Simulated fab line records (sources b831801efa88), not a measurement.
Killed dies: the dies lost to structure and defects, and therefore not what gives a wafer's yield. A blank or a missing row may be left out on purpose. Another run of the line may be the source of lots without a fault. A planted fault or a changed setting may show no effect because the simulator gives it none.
Check for tools in common || flow gf180mcu || 14 lots, 42 wafers sampled

## REASON FOR OPENING
Of 14 lots, 2 have the reading HV_LDD_01_OVL flagged at GF_HV_LDD_OVL_MEAS_20. No-fault wafers: 1.2 nm, standard deviation 1.2.
Rule: a lot is flagged when every wafer of it that has a number lies more than 4 standard deviations from that mean, or none has a number. All remaining lots are regarded as sound.

{"lot": "L856", "measured": "day 10 20:33", "on": "overlay-02", "HV_LDD_01_OVL (nm), wafer by wafer": "1.9 2.4 -0.2", "flag": ""}
{"lot": "L858", "measured": "day 11 05:11", "on": "overlay-01", "HV_LDD_01_OVL (nm), wafer by wafer": "-1.2 0.4 -1.7", "flag": ""}
{"lot": "L859", "measured": "day 11 16:08", "on": "overlay-02", "HV_LDD_01_OVL (nm), wafer by wafer": "1.7 1.1 1.3", "flag": ""}
{"lot": "L860", "measured": "day 11 20:44", "on": "overlay-02", "HV_LDD_01_OVL (nm), wafer by wafer": "0.3 1.2 0.8", "flag": ""}
{"lot": "L861", "measured": "day 12 07:41", "on": "overlay-02", "HV_LDD_01_OVL (nm), wafer by wafer": "0.0 -0.1 -0.9", "flag": ""}
{"lot": "L862", "measured": "day 12 15:35", "on": "overlay-02", "HV_LDD_01_OVL (nm), wafer by wafer": "-0.5 1.5 0.6", "flag": ""}
{"lot": "L864", "measured": "day 13 10:36", "on": "overlay-02", "HV_LDD_01_OVL (nm), wafer by wafer": "2.1 2.6 -1.1", "flag": ""}
{"lot": "L870", "measured": "day 15 08:35", "on": "overlay-02", "HV_LDD_01_OVL (nm), wafer by wafer": "0.9 1.4 0.6", "flag": ""}
{"lot": "L871", "measured": "day 15 15:20", "on": "overlay-02", "HV_LDD_01_OVL (nm), wafer by wafer": "0.6 2.3 3.0", "flag": ""}
{"lot": "L872", "measured": "day 15 20:17", "on": "overlay-01", "HV_LDD_01_OVL (nm), wafer by wafer": "-52.2 -54.2 -52.3", "flag": "FLAGGED"}
{"lot": "L874", "measured": "day 16 11:53", "on": "overlay-01", "HV_LDD_01_OVL (nm), wafer by wafer": "-55.2 -55.4 -53.4", "flag": "FLAGGED"}
{"lot": "L876", "measured": "day 17 03:11", "on": "overlay-01", "HV_LDD_01_OVL (nm), wafer by wafer": "0.9 2.3 -0.8", "flag": ""}
{"lot": "L877", "measured": "day 17 13:19", "on": "overlay-01", "HV_LDD_01_OVL (nm), wafer by wafer": "0.7 0.4 0.5", "flag": ""}
{"lot": "L879", "measured": "day 18 08:43", "on": "overlay-02", "HV_LDD_01_OVL (nm), wafer by wafer": "0.3 0.8 1.6", "flag": ""}
Average over the flagged lots: -53.8 nm; offset from the usual -55.0 nm, equal to -46 standard deviations.

## LOT BY LOT: THE TOOL USED
The record holds 1 process step before the reading, out of a route of 602 steps. In each cell: the tool, then ch and the chambers that the sampled wafers went through, then the start.
{"lot": "L856", "flag": "", "GF_HV_LDD_EXPOSE_16": "ilineStepper-01 ch 0, day 10 11:04"}
{"lot": "L858", "flag": "", "GF_HV_LDD_EXPOSE_16": "ilineStepper-01 ch 0, day 10 20:08"}
{"lot": "L859", "flag": "", "GF_HV_LDD_EXPOSE_16": "ilineStepper-01 ch 0, day 11 07:07"}
{"lot": "L860", "flag": "", "GF_HV_LDD_EXPOSE_16": "ilineStepper-02 ch 0, day 11 11:35"}
{"lot": "L861", "flag": "", "GF_HV_LDD_EXPOSE_16": "ilineStepper-02 ch 0, day 11 22:37"}
{"lot": "L862", "flag": "", "GF_HV_LDD_EXPOSE_16": "ilineStepper-01 ch 0, day 12 05:47"}
{"lot": "L864", "flag": "", "GF_HV_LDD_EXPOSE_16": "ilineStepper-02 ch 0, day 13 00:35"}
{"lot": "L870", "flag": "", "GF_HV_LDD_EXPOSE_16": "ilineStepper-02 ch 0, day 14 22:00"}
{"lot": "L871", "flag": "", "GF_HV_LDD_EXPOSE_16": "ilineStepper-02 ch 0, day 15 04:34"}
{"lot": "L872", "flag": "FLAGGED", "GF_HV_LDD_EXPOSE_16": "ilineStepper-02 ch 0, day 15 09:40"}
{"lot": "L874", "flag": "FLAGGED", "GF_HV_LDD_EXPOSE_16": "ilineStepper-02 ch 0, day 16 00:41"}
{"lot": "L876", "flag": "", "GF_HV_LDD_EXPOSE_16": "ilineStepper-01 ch 0, day 16 15:58"}
{"lot": "L877", "flag": "", "GF_HV_LDD_EXPOSE_16": "ilineStepper-01 ch 0, day 17 02:25"}
{"lot": "L879", "flag": "", "GF_HV_LDD_EXPOSE_16": "ilineStepper-01 ch 0, day 17 20:53"}
What the steps here do:
- GF_HV_LDD_EXPOSE_16: exposes mask Pplus LV AREA, target cd 400 nm.
- GF_HV_LDD_OVL_MEAS_20

## FLAGGED AGAINST TOTAL, ONE TOOL AT A TIME (gauges that did the reading follow at the end)
{"step": "GF_HV_LDD_EXPOSE_16", "tool": "ilineStepper-01", "lots run": 7, "flagged": 0, "share of the flagged lots": "none", "sound lots run after its first flagged lot": "-"}
{"step": "GF_HV_LDD_EXPOSE_16", "tool": "ilineStepper-02", "lots run": 7, "flagged": 2, "share of the flagged lots": "all", "sound lots run after its first flagged lot": 0}
{"step": "GF_HV_LDD_OVL_MEAS_20", "tool": "overlay-01", "lots run": 5, "flagged": 2, "share of the flagged lots": "all", "sound lots run after its first flagged lot": "2 (L876,L877)"}
{"step": "GF_HV_LDD_OVL_MEAS_20", "tool": "overlay-02", "lots run": 9, "flagged": 0, "share of the flagged lots": "none", "sound lots run after its first flagged lot": "-"}

## THE TABLE: WHAT IT ALLOWS
2 rows of the table ran every flagged lot: ilineStepper-02 at GF_HV_LDD_EXPOSE_16, overlay-01 at GF_HV_LDD_OVL_MEAS_20.
- ilineStepper-02 at GF_HV_LDD_EXPOSE_16 ran 7 lots, 2 of them flagged. It ran its last sound lot, L871, at day 15 04:34 and its first flagged lot, L872, at day 15 09:40: a fault with its onset between the two fits.
- overlay-01 at GF_HV_LDD_OVL_MEAS_20 ran 5 lots, 2 of them flagged. Lots that were sound ran on it after the first flagged one (L876, L877); a persistent fault on the entire tool would not allow that.
One tool is left: ilineStepper-02 at GF_HV_LDD_EXPOSE_16.

## WHAT THE SIMULATOR HAD PUT IN
Scanner matching overlay: ilineStepper-02, from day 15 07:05 on, at GF_HV_LDD_EXPOSE_16. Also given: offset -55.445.
Shown lots that were struck: L872, L874. Same finding as the rule above.
